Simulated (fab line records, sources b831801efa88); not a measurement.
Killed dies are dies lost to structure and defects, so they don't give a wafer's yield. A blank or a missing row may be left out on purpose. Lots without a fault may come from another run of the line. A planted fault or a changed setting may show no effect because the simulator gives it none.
Problem report in the 8D (eight disciplines) form, filled by code | flow sky130 | the parts of the form that need people (team, actions taken, sign-off) are left out

1. THE PROBLEM
RES_XHIGH_TW at SKY_RES_XHIGH_TW_MEAS_09 reads a mean of 30 on 9 wafers of 3 lots; wafers without a fault read 1638 with a standard deviation of 14. That is -99 or more standard deviations from the usual mean.
First seen on wafer L306.1, day 31 16:50, on film_metro-02. The record holds 45 wafers of 15 lots with a number at this step. Rule for "out", or "out of limits": more than 4 standard deviations from the usual mean. The other wafers with a number count as sound.

2. WHAT IT IS AND WHAT IT IS NOT
question                    | is                           | is not
which readings at this step | RES_XHIGH_TW                 | -
which lots                  | L304, L305, L306             | L291, L293, L295, L297, L298, L307, L308, L309, L310, L312, L313, L314
which wafers of those lots  | all that have a number       | -
read on which gauges        | film_metro-02, film_metro-04 | film_metro-01
when                        | from day 31 16:50            | up to then (15 sound wafers); but 21 sound wafers of L307, L308, L309, L310, L312, L313, L314 came after

3. SUSPECTS, AND WHAT RULES EACH OUT
Counting: a tool at a process step up to the reading stays a suspect if it ran every lot that is out and no sound lot after the first of them.
- the gauge at SKY_RES_XHIGH_TW_MEAS_09: ruled out. The wafers that are out were read on 2 gauges (film_metro-02, film_metro-04).
- iline_stepper-01 at SKY_RES_XHIGH_EXPOSE_04 (exposes mask URPM, target cd 1270 nm): ruled out as a lasting fault. Sound lots L313 ran on it after its first lot that is out, L306 (day 31 02:47).
Left after counting: nothing in the record.

4. THE CAUSE (what the simulator had put in)
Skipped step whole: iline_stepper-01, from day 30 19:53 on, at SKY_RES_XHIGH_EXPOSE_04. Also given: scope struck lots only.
Counting ruled it out, wrongly: the rule takes a fault to strike every lot that its tool runs from its start on, and this one did not.

5. THE CHAIN OF EFFECTS, in route order
Each row: a reading whose mean over the struck wafers that have a number lies more than 3 standard deviations from the usual. Only readings for which the record gives a usual standard deviation are gone through. hours: the time from each lot's start at the first step in this table that gives one to its start at this step, as a median over the lots. sigmas: the change in usual standard deviations.
hours | step                     | reading      | usual | on struck wafers | change | sigmas
0     | SKY_RES_XHIGH_TW_MEAS_09 | RES_XHIGH_TW | 1638  | 30               | -1608  | -99 or more
Readings that are blank on the struck wafers while sound wafers have them: exposure_dose_mJ_cm2 at SKY_RES_XHIGH_EXPOSE_04; focus_offset_nm at SKY_RES_XHIGH_EXPOSE_04.

6. WHAT WOULD HAVE CAUGHT IT SOONER
In this record the first reading out of limits at a measuring or inspecting step was taken at day 31 16:50, 21 hours after the fault began at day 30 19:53.
At SKY_RES_XHIGH_EXPOSE_04 the tool's readings are blank on the struck wafers, where sound wafers have them: an empty tool record is the first sign, and it was there at once.
